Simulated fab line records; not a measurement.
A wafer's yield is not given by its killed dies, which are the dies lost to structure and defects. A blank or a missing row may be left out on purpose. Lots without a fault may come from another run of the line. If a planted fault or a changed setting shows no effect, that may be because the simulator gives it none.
fab line records	flow sky130
[record] lots = 6	wafers = 18	lastDay = 50
route steps=708 shown NWELL@65 PAD_OPEN@708
lots with no fault: from the same line, run without faults
startH: hours from the record's opening day to when the first of the lot's shown wafers began	waitH: hours since the lot's step before	" identical to the entry in the row above	L1.1+2: several wafers, shown together as one row	- no value, or no start was given	* or withheld: withheld	< > ~ a bound
route shown NAME@n: names a module that has steps shown in the file, with the first one's number in the route	usual: mean and standard deviation over wafers with no fault	same: alike in all rows	chamber/n: place in a boat	sites: per-site readings	_std_site: the values' standard deviation	_edge_site: inner sites' mean taken away from outer sites' mean	radiusMm: for every site, how far away it sits from the centre of the wafer	mask NAME#n: copy n	behind: the tool/chamber that last shaped the wafer	hold: what put the lot on hold/how long, in hours/how the hold closed	device: the n, p or np transistor that did not switch	end of line: tests of these same wafers at the route's end	for a step that has no rows: nothing shown but its recipe	killed: count of dies lost to structure and defects at first sort (not the wafer's yield)	map: per-die view of a wafer (x killed, . not killed, _ where there is no die)
set.NAME: the run value of the setting; set.NAME@STEP: its run value at that earlier step	model.NAME: the simulator's own value behind a step, which no gauge read
lots at selected steps of the route; one table per step, one row per wafer
services: from which hour (startH, from the record's first day; less than 0 if before it) a tool's chamber was out of use, for how many hours, and why
[[steps]]
[step SKY_NWELL_IMPLANT_12]
[recipe] species = P	energyKev = 120	doseCm2 = 1.3e+12	tiltDeg = withheld
[step SKY_NWELL_IMPLANT_13]
[recipe] species = P	energyKev = 50	doseCm2 = 7e+11	tiltDeg = withheld
[step SKY_NWELL_STRIP_14]
[recipe] chemistry = O2/N2	powerW = 1400	pressureMtorr = 1500	platenTempC = withheld	o2FlowSccm = 3000	n2FlowSccm = 300	overashFraction = 0.5
[usual] drypumpMotorCurrentA = 5.5/0.47	oesProductAu = 0.723/0.0045	stripTimeToEndpointS = 36.87/0.1
lot.wafer	tool	chamber	startH	waitH	drypumpMotorCurrentA	oesProductAu	rfHoursCounterH	stripTimeToEndpointS
L499.1	plasmaAsher-02	1	148.03	0.1	5.3	0.724	3	36.75
L499.2	"	0	"	"	5.3	0.717	3	36.84
L499.4	"	1	"	"	5.4	0.718	-	36.81
L503.1	plasmaAsher-01	1	168.39	0.1	6.2	0.721	49	36.87
L503.3	"	0	"	"	4.8	0.719	-	36.81
L503.6	"	0	"	"	4.8	0.728	-	36.92
L504.3	plasmaAsher-03	1	177.61	0.1	5.7	0.721	-	36.76
L504.4	"	0	"	"	5.4	0.721	-	36.75
L504.5	"	0	"	"	5.4	0.722	-	36.75
L506.2	plasmaAsher-02	1	185.84	0.1	5.4	0.725	7	36.85
L506.4	"	1	"	"	5.4	0.718	-	36.87
L506.6	"	0	"	"	5.3	0.724	-	36.86
L508.2	plasmaAsher-03	1	204.43	0.1	5.7	0.724	38	37.03
L508.3	"	0	"	"	5.4	0.715	-	36.98
L508.4	"	1	"	"	5.7	0.730	-	37.02
L511.1	plasmaAsher-03	1	220.34	0.1	5.8	0.722	40	36.69
L511.4	"	1	"	"	5.8	0.729	-	36.74
L511.6	"	0	"	"	5.4	0.720	-	36.73
[step SKY_NWELL_TW_MEAS_15]
[usual] NWELL_TW = 1823/7.2
lot.wafer	tool	chamber	startH	waitH	NWELL_TW
L499.1	filmMetro-02	-	148.13	0.1	1818
L499.2	"	-	"	"	1824
L499.4	"	-	"	"	1834
L503.1	filmMetro-03	-	168.49	0.1	1823
L503.3	"	-	"	"	1817
L503.6	"	-	"	"	1818
L504.3	filmMetro-02	-	177.70	0.1	1818
L504.4	"	-	"	"	1826
L504.5	"	-	"	"	1827
L506.2	filmMetro-01	-	185.95	0.1	1828
L506.4	"	-	"	"	1822
L506.6	"	-	"	"	1824
L508.2	filmMetro-02	-	204.54	0.1	1820
L508.3	"	-	"	"	1820
L508.4	"	-	"	"	1822
L511.1	filmMetro-01	-	220.44	0.1	1836
L511.4	"	-	"	"	1841
L511.6	"	-	"	"	1837
[step SKY_NWELL_DEHYDRATE_16]
[recipe] tempC = 200	timeS = 60
[step SKY_NWELL_HMDS_17]
[recipe] primeTimeS = 60	primeTempC = 120
[step SKY_NWELL_COAT_18]
[recipe] spinRpm = 2000	resistThkNm = 3000
[step SKY_NWELL_SOFTBAKE_19]
[recipe] tempC = 110	timeS = withheld
[step SKY_NWELL_EXPOSE_20]
[recipe] maskId = NWM_COMPLEMENT	na = 0.6	sourceShape = conventional	sigmaOuter = 0.6	polarization = unpolarized	targetCdNm = 840	doseMj = 260
[step SKY_NWELL_PEB_21]
[recipe] tempC = 115	timeS = withheld
[step SKY_NWELL_DEVELOP_22]
[recipe] wallAngleDeg = 90	developer = TMAH	developTimeS = 60	devTempC = 23
[step SKY_NWELL_OVL_MEAS_23]
[usual] NWELL_01_OVL = 0.9/1.6
lot.wafer	tool	chamber	startH	waitH	NWELL_01_OVL[nm]
L499.1	overlay-01	-	166.91	-	-1.8
L499.2	"	-	"	"	-1.7
L499.4	"	-	"	"	-0.6
L503.1	overlay-02	-	188.61	-	3.1
L503.3	"	-	"	"	1.7
L503.6	"	-	"	"	1.6
L504.3	overlay-01	-	198.43	-	0.5
L504.4	"	-	"	"	-1.4
L504.5	"	-	"	"	0.5
L506.2	overlay-01	-	208.41	-	3.1
L506.4	"	-	"	"	0.8
L506.6	"	-	"	"	1.1
L508.2	overlay-01	-	226.73	-	-0.6
L508.3	"	-	"	"	-0.3
L508.4	"	-	"	"	-1.5
L511.1	overlay-02	-	243.82	-	1.1
L511.4	"	-	"	"	1.8
L511.6	"	-	"	"	-0.3
[step SKY_NWELL_IMPLANT_24]
[recipe] species = B	energyKev = 140	doseCm2 = 9.2e+12	tiltDeg = withheld
[usual] doseIonsCm2 = 9.2e+12/1.1e+10	faradayCurrentUA = 52.0/1.1
lot.wafer	tool	chamber	startH	waitH	doseIonsCm2	faradayCurrentUA
L499.1	implanter-01	0	166.94	0.0	9.203e+12	51.2
L499.2	"	0	"	"	9.196e+12	51.5
L499.4	"	0	"	"	9.208e+12	51.1
L503.1	implanter-02	0	188.64	0.0	9.183e+12	50.1
L503.3	"	0	"	"	9.198e+12	52.4
L503.6	"	0	"	"	9.186e+12	52.1
L504.3	implanter-01	0	198.51	0.1	9.201e+12	52.7
L504.4	"	0	"	"	9.2e+12	52.8
L504.5	"	0	"	"	9.187e+12	54.3
L506.2	implanter-02	0	208.47	0.0	1.0094e+13	55.4
L506.4	"	0	"	"	1.01e+13	57.9
L506.6	"	0	"	"	1.0076e+13	55.5
L508.2	implanter-02	0	226.78	0.0	1.0075e+13	56.4
L508.3	"	0	"	"	1.0086e+13	56.7
L508.4	"	0	"	"	1.0091e+13	56.0
L511.1	implanter-01	0	243.86	0.0	9.21e+12	50.6
L511.4	"	0	"	"	9.208e+12	50.8
L511.6	"	0	"	"	9.185e+12	51.1
[step SKY_NWELL_STRIP_25]
[recipe] chemistry = O2/N2	powerW = 1400	pressureMtorr = 1500	platenTempC = withheld	o2FlowSccm = 3000	n2FlowSccm = 300	overashFraction = 0.5
[usual] drypumpMotorCurrentA = 5.5/0.43	oesProductAu = 0.722/0.0044	stripTimeToEndpointS = 36.88/0.096
lot.wafer	tool	chamber	startH	waitH	drypumpMotorCurrentA	oesProductAu	rfHoursCounterH	stripTimeToEndpointS
L499.1	plasmaAsher-03	0	167.09	0.1	5.4	0.722	35	36.92
L499.2	"	1	"	"	5.7	0.724	35	36.89
L499.4	"	0	"	"	5.4	0.720	-	36.90
L503.1	plasmaAsher-02	0	188.79	0.1	5.3	0.725	7	37.01
L503.3	"	1	"	"	5.4	0.724	-	36.95
L503.6	"	1	"	"	5.4	0.722	-	36.90
L504.3	plasmaAsher-01	1	198.64	0.1	6.2	0.727	-	36.75
L504.4	"	0	"	"	4.8	0.724	-	36.81
L504.5	"	1	"	"	6.2	0.718	-	36.85
L506.2	plasmaAsher-01	1	208.59	0.1	6.2	0.723	53	36.95
L506.4	"	0	"	"	4.8	0.725	-	36.69
L506.6	"	0	"	"	4.9	0.729	-	36.82
L508.2	plasmaAsher-02	1	226.91	0.1	5.4	0.732	11	36.78
L508.3	"	0	"	"	5.3	0.722	-	36.80
L508.4	"	1	"	"	5.4	0.719	-	36.72
L511.1	plasmaAsher-01	0	244.01	0.1	4.8	0.725	56	36.94
L511.4	"	1	"	"	6.3	0.719	-	37.00
L511.6	"	1	"	"	6.3	0.729	-	36.91
[step SKY_NWELL_TW_MEAS_26]
[usual] NWELL_2_TW = 499/3.5
lot.wafer	tool	chamber	startH	waitH	hold	NWELL_2_TW
L499.1	filmMetro-02	-	167.19	0.1	-	500
L499.2	"	-	"	"	-	496
L499.4	"	-	"	"	-	499
L503.1	filmMetro-02	-	188.89	0.1	-	501
L503.3	"	-	"	"	-	499
L503.6	"	-	"	"	-	499
L504.3	filmMetro-01	-	198.73	0.1	-	502
L504.4	"	-	"	"	-	502
L504.5	"	-	"	"	-	501
L506.2	filmMetro-03	-	208.71	0.1	awaitDispo/0.2h/release	512
L506.4	"	-	"	"	awaitDispo/0.2h/release	513
L506.6	"	-	"	"	awaitDispo/0.2h/release	511
L506.2	filmMetro-03	-	208.94	0.2	-	515
L506.4	"	-	"	"	-	510
L506.6	"	-	"	"	-	509
L508.2	filmMetro-03	-	227.02	0.1	awaitDispo/0.2h/release	522
L508.3	"	-	"	"	awaitDispo/0.2h/release	523
L508.4	"	-	"	"	awaitDispo/0.2h/release	525
L508.2	filmMetro-03	-	227.34	0.3	-	523
L508.3	"	-	"	"	-	522
L508.4	"	-	"	"	-	523
L511.1	filmMetro-02	-	244.11	0.1	-	498
L511.4	"	-	"	"	-	495
L511.6	"	-	"	"	-	497
[step SKY_PAD_OPEN_PROBE_99]
[usual] killed_at_M0_to_M3 = 43/7	killed_at_M4_up = 3.5/1.9	killedAtContacts = 24/5.3	killedAtFrontEnd = 15/4.4	killedAtOther = 0.3/0.69	killedDies = 87/9.7	killedOpen = 48/7	killedShort = 39/6.4
[same] grossDies = 492	killedAtBackSide = 0
lot.wafer	tool	chamber	startH	waitH	killed_at_M0_to_M3	killed_at_M4_up	killedAtContacts	killedAtFrontEnd	killedAtOther	killedDies	killedOpen	killedShort	model.etest.pfet_16v.rOnOhmUm	model.etest.resPwellUnderGate.rsOhmSq	model.etest.fieldN.vtV
L499.1	prober-01	-	1146.38	0.1	51	8	18	18	2	97	48	47	1.572e+04	2265	36.53
L499.2	prober-01	-	1146.43	0.1	46	10	21	16	1	94	49	44	1.496e+04	2282	35.39
L499.4	prober-01	-	1146.53	0.2	44	5	17	20	1	87	38	48	1.54e+04	2266	36.05
L503.1	prober-02	-	1159.23	0.1	49	3	29	14	0	95	51	44	1.563e+04	2284	36.54
L503.3	prober-02	-	1159.33	0.2	48	1	21	12	1	83	48	35	1.527e+04	2283	36.29
L503.6	prober-02	-	1159.48	0.2	31	7	26	19	0	83	53	30	1.536e+04	2276	35.95
L504.3	prober-01	-	1164.17	0.2	41	6	29	14	0	90	45	45	1.439e+04	2292	34.48
L504.4	prober-01	-	1164.22	0.2	49	9	22	15	0	95	52	42	1.462e+04	2273	35.07
L504.5	prober-01	-	1164.27	0.2	46	5	28	14	0	93	57	36	1.522e+04	2290	36.41
L506.2	prober-01	-	1171.42	0.1	34	0	23	22	0	79	40	39	1.416e+04	2141	36.22
L506.4	prober-01	-	1171.52	0.2	35	2	24	10	0	71	43	28	1.421e+04	2149	35.4
L506.6	prober-01	-	1171.62	0.2	35	2	27	16	0	80	40	40	1.451e+04	2147	37.3
L508.2	prober-01	-	1188.82	0.1	46	4	34	18	0	102	52	49	1.426e+04	2146	36.61
L508.3	prober-01	-	1188.87	0.2	43	2	33	7	1	86	55	31	1.424e+04	2139	36.29
L508.4	prober-01	-	1188.92	0.2	56	5	25	12	0	98	53	45	1.456e+04	2133	37.62
L511.1	prober-01	-	1199.89	0.1	42	6	24	8	0	80	41	39	1.529e+04	2281	36.1
L511.4	prober-01	-	1200.04	0.2	44	2	24	12	0	82	44	38	1.52e+04	2286	35.94
L511.6	prober-01	-	1200.14	0.2	32	2	21	9	0	64	37	27	1.486e+04	2278	34.8
// killed by level:class
L499.1 VIA1:geometricParticle:open=12 METAL2:geometricParticle:short=9 VIA3:geometricParticle:open=8 METAL4:geometricParticle:short=6 LI_CONTACT:geometricParticle:open=6 VIA2:geometricParticle:open=6 POLY_GATE:geometricParticle:short=5 CONTACT:geometricParticle:open=5
L499.2 VIA3:geometricParticle:open=13 LI_CONTACT:geometricParticle:open=11 METAL2:geometricParticle:short=8 VIA2:geometricParticle:short=7 METAL4:geometricParticle:short=6 VIA1:geometricParticle:open=5 FIELD_ISO:geometricParticle:short=4 CONTACT:geometricParticle:open=4
L499.4 METAL1:geometricParticle:short=9 FIELD_ISO:geometricParticle:short=8 CONTACT:geometricParticle:open=7 VIA3:geometricParticle:open=7 VIA2:geometricParticle:open=6 SPACER:geometricParticle:short=4 LI_CONTACT:geometricParticle:open=4 CONTACT:geometricParticle:short=4
L503.1 VIA2:geometricParticle:open=11 CONTACT:geometricParticle:open=9 VIA1:geometricParticle:open=9 VIA1:geometricParticle:short=7 METAL2:geometricParticle:short=6 LI_CONTACT:geometricParticle:short=6 CONTACT:geometricParticle:short=6 METAL3:geometricParticle:short=5
L503.3 VIA1:geometricParticle:open=11 CONTACT:geometricParticle:open=9 VIA2:geometricParticle:open=8 METAL1:geometricParticle:short=7 LI_CONTACT:geometricParticle:open=6 VIA3:geometricParticle:short=5 LOCAL_INTERCONNECT:geometricParticle:short=4 VIA1:geometricParticle:short=4
L503.6 VIA1:geometricParticle:open=11 LI_CONTACT:geometricParticle:open=11 CONTACT:geometricParticle:open=9 VIA3:geometricParticle:open=7 FIELD_ISO:geometricParticle:open=6 POLY_GATE:geometricParticle:short=4 METAL2:geometricParticle:short=4 METAL4:geometricParticle:short=4
L504.3 CONTACT:geometricParticle:open=12 METAL1:geometricParticle:short=7 LI_CONTACT:geometricParticle:short=6 VIA1:geometricParticle:open=6 VIA2:geometricParticle:open=6 POLY_GATE:geometricParticle:open=5 CONTACT:geometricParticle:short=5 METAL2:geometricParticle:short=4
L504.4 CONTACT:geometricParticle:open=13 VIA2:geometricParticle:open=9 METAL2:geometricParticle:short=8 VIA1:geometricParticle:open=8 METAL1:geometricParticle:short=6 POLY_GATE:geometricParticle:short=5 VIA3:geometricParticle:open=5 METAL4:geometricParticle:short=5
L504.5 VIA1:geometricParticle:open=12 CONTACT:geometricParticle:open=11 LI_CONTACT:geometricParticle:open=8 VIA2:geometricParticle:open=7 FIELD_ISO:geometricParticle:open=6 CONTACT:geometricParticle:short=5 METAL1:geometricParticle:short=5 METAL2:geometricParticle:short=5
L506.2 FIELD_ISO:geometricParticle:short=9 LI_CONTACT:geometricParticle:open=8 CONTACT:geometricParticle:open=7 VIA3:geometricParticle:open=6 METAL1:geometricParticle:short=5 VIA2:geometricParticle:open=5 POLY_GATE:geometricParticle:short=4 LI_CONTACT:geometricParticle:short=3
L506.4 CONTACT:geometricParticle:open=10 VIA1:geometricParticle:open=9 VIA3:geometricParticle:open=8 METAL1:geometricParticle:short=7 LI_CONTACT:geometricParticle:open=6 CONTACT:geometricParticle:short=5 VIA2:geometricParticle:open=4 FIELD_ISO:geometricParticle:open=3
L506.6 LI_CONTACT:geometricParticle:open=9 LOCAL_INTERCONNECT:geometricParticle:short=9 VIA1:geometricParticle:open=9 METAL1:geometricParticle:short=8 VIA3:geometricParticle:open=5 FIELD_ISO:geometricParticle:open=5 METAL2:geometricParticle:short=4 POLY_GATE:geometricParticle:open=3
L508.2 CONTACT:geometricParticle:open=18 VIA1:geometricParticle:open=7 METAL2:geometricParticle:short=7 VIA3:geometricParticle:open=7 VIA1:geometricParticle:short=6 LI_CONTACT:geometricParticle:short=5 LI_CONTACT:geometricParticle:open=5 VIA2:geometricParticle:short=5
L508.3 CONTACT:geometricParticle:open=10 LI_CONTACT:geometricParticle:open=9 VIA1:geometricParticle:open=9 VIA2:geometricParticle:open=8 CONTACT:geometricParticle:short=6 VIA3:geometricParticle:open=6 POLY_GATE:geometricParticle:open=4 VIA1:geometricParticle:short=4
L508.4 VIA1:geometricParticle:open=18 CONTACT:geometricParticle:open=9 CONTACT:geometricParticle:short=7 METAL2:geometricParticle:short=7 METAL1:geometricParticle:short=6 VIA2:geometricParticle:open=6 VIA3:geometricParticle:open=6 VIA1:geometricParticle:short=5
L511.1 CONTACT:geometricParticle:open=9 VIA1:geometricParticle:open=8 VIA3:geometricParticle:open=7 VIA1:geometricParticle:short=6 CONTACT:geometricParticle:short=6 VIA2:geometricParticle:open=6 LOCAL_INTERCONNECT:geometricParticle:short=5 METAL2:geometricParticle:short=5
L511.4 CONTACT:geometricParticle:open=8 VIA2:geometricParticle:open=8 VIA1:geometricParticle:short=7 LI_CONTACT:geometricParticle:open=7 METAL1:geometricParticle:short=7 VIA3:geometricParticle:open=6 VIA1:geometricParticle:open=5 FIELD_ISO:geometricParticle:open=4
L511.6 VIA2:geometricParticle:open=7 CONTACT:geometricParticle:open=6 VIA3:geometricParticle:open=5 LI_CONTACT:geometricParticle:open=4 CONTACT:geometricParticle:short=4 METAL1:geometricParticle:short=4 VIA3:geometricParticle:short=4 VIA1:geometricParticle:open=4
[[services]]
tool	chamber	startH	hours	kind
plasmaAsher-03	-	147.20	1.1	repair
plasmaAsher-01	-	152.22	0.9	repair
plasmaAsher-01	-	160.19	0.6	repair
implanter-01	-	162.85	2.2	repair
implanter-02	-	167.20	1.6	repair
implanter-01	-	220.68	3.2	pm
[[key]]
[firstSign] step = SKY_NWELL_IMPLANT_24	reading = doseIonsCm2	direction = up	sigmas = 83	usual = *	struck = *
[effect] step = SKY_NWELL_IMPLANT_24	reading = faradayCurrentUA	direction = up	sigmas = 4	usual = 52.0	struck = 56.3
[effect] step = SKY_NWELL_TW_MEAS_26	reading = visit	direction = added
[effect] step = SKY_NWELL_TW_MEAS_26	reading = NWELL_2_TW	direction = up	sigmas = 5.3	usual = 499	struck = 518
[modelEffect] step = SKY_PAD_OPEN_PROBE_99	value = etest.pfet_16v.rOnOhmUm	without = 1.494e+04	struck = 1.432e+04
metAt SKY_NWELL_IMPLANT_24
struckWafers L506.2,L506.4,L506.6,L508.2,L508.3,L508.4
testerLeftOut L506,L508
onsetBetween 188.64 208.47
[fault] kind = processParameterDrift	tool = implanter-02	chamber = -	onsetH = 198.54	steps = SKY_NWELL_IMPLANT_24	channel = doseCm2	offset = *	shape = step	endH = 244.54	actsIn = *	stated = *
// testerLeftOut: of these lots the tester's yield and bins aren't shown, on N5 and GAA mostly nor the transistor test; their killed dies are dies lost to structure and defects alone, not to doping, threshold or leakage, so they don't give the yield
